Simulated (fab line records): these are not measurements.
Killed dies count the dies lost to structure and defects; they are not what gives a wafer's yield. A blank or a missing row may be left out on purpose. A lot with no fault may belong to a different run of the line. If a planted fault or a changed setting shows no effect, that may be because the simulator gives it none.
Chamber matching + flow sky130 + rie_diel-03 running SKY_FIELD_ISO_ETCH_15: 4 sister chambers
The step etches the open film in CHF3/O2, stops on Si, target depth 180 nm, time 72 s. 16 wafers are shown with their chamber, then 8 later ones without.

== EACH WAFER AND ITS CHAMBER ==
| wafer  | chamber | run_length_s (s) | throttle_valve_pct (%) | chamber_pressure_mTorr (mTorr) |
|--------|---------|------------------|------------------------|--------------------------------|
| L727.3 | 0       | 100.7            | 8.846                  | 40.03                          |
| L727.4 | 2       | 99.5             | 8.849                  | 39.97                          |
| L727.6 | 0       | 100.4            | 8.830                  | 40.00                          |
| L728.2 | 0       | 100.5            | 8.847                  | 39.93                          |
| L728.3 | 3       | 100.3            | 8.846                  | 40.05                          |
| L728.5 | 1       | 99.9             | 8.837                  | 39.98                          |
| L730.3 | 3       | 99.8             | 8.848                  | 40.02                          |
| L730.4 | 0       | 100.6            | 8.830                  | 40.01                          |
| L730.6 | 2       | 100.0            | 8.851                  | 40.02                          |
| L732.2 | 3       | 100.2            | 8.847                  | 39.97                          |
| L732.5 | 2       | 100.1            | 8.838                  | 39.94                          |
| L732.6 | 1       | 99.8             | 8.838                  | 40.02                          |
| L739.1 | 0       | 100.9            | 8.839                  | 40.04                          |
| L739.4 | 2       | 99.7             | 8.845                  | 39.99                          |
| L739.5 | 2       | 99.3             | 8.843                  | 39.98                          |
| L743.1 | 2       | 99.7             | 8.837                  | 39.96                          |

SIGNATURES (means of the wafers above)
| reading                | chamber 0 | chamber 1 | chamber 2 | chamber 3 | scatter within a chamber |
|------------------------|-----------|-----------|-----------|-----------|--------------------------|
| run_length_s           | 100.620   | 99.850    | 99.717    | 100.100   | 0.249                    |
| throttle_valve_pct     | 8.83840   | 8.83750   | 8.84383   | 8.84700   | 0.00603                  |
| chamber_pressure_mTorr | 40.0020   | 40.0000   | 39.9767   | 40.0133   | 0.0357                   |
Rule: a wafer lies at a distance from a chamber equal to the root of the sum of squares, over the readings, of (its reading less the chamber's mean, divided by the reading's scatter). If the next closest chamber is less than 2 further off than the closest, the wafer can't be placed; otherwise it belongs to the closest. The scatter is the square root of a quotient: the sum, over the shown wafers, of each reading's squared deviation from its chamber's mean, divided by wafers minus chambers.

== WAFERS WHOSE CHAMBER IS MISSING ==
| wafer  | run_length_s (s) | throttle_valve_pct (%) | chamber_pressure_mTorr (mTorr) |
|--------|------------------|------------------------|--------------------------------|
| L743.4 | 100.1            | 8.855                  | 39.96                          |
| L743.6 | 100.3            | 8.848                  | 40.03                          |
| L747.2 | 99.4             | 8.853                  | 40.01                          |
| L747.3 | 100.8            | 8.853                  | 39.95                          |
| L747.6 | 100.3            | 8.844                  | 40.02                          |
| L748.1 | 99.3             | 8.848                  | 40.05                          |
| L748.2 | 99.9             | 8.834                  | 39.99                          |
| L748.3 | 99.9             | 8.844                  | 40.00                          |

== THE CHAMBER EACH PASSED THROUGH ==
| wafer  | from the rows above               | in truth |
|--------|-----------------------------------|----------|
| L743.4 | can't be placed: 3 or 2 or 1 or 0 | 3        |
| L743.6 | can't be placed: 3 or 0 or 1 or 2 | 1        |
| L747.2 | can't be placed: 2 or 3 or 1      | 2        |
| L747.3 | can't be placed: 0 or 3 or 2 or 1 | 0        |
| L747.6 | can't be placed: 3 or 0 or 1 or 2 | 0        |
| L748.1 | can't be placed: 2 or 1 or 3      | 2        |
| L748.2 | can't be placed: 1 or 2 or 3      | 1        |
| L748.3 | can't be placed: 2 or 3 or 1      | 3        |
Correctly placed: 0 of 8. Can't be placed from these rows: 8 (the true chamber is among the candidates in 8). Placed wrongly: 0.
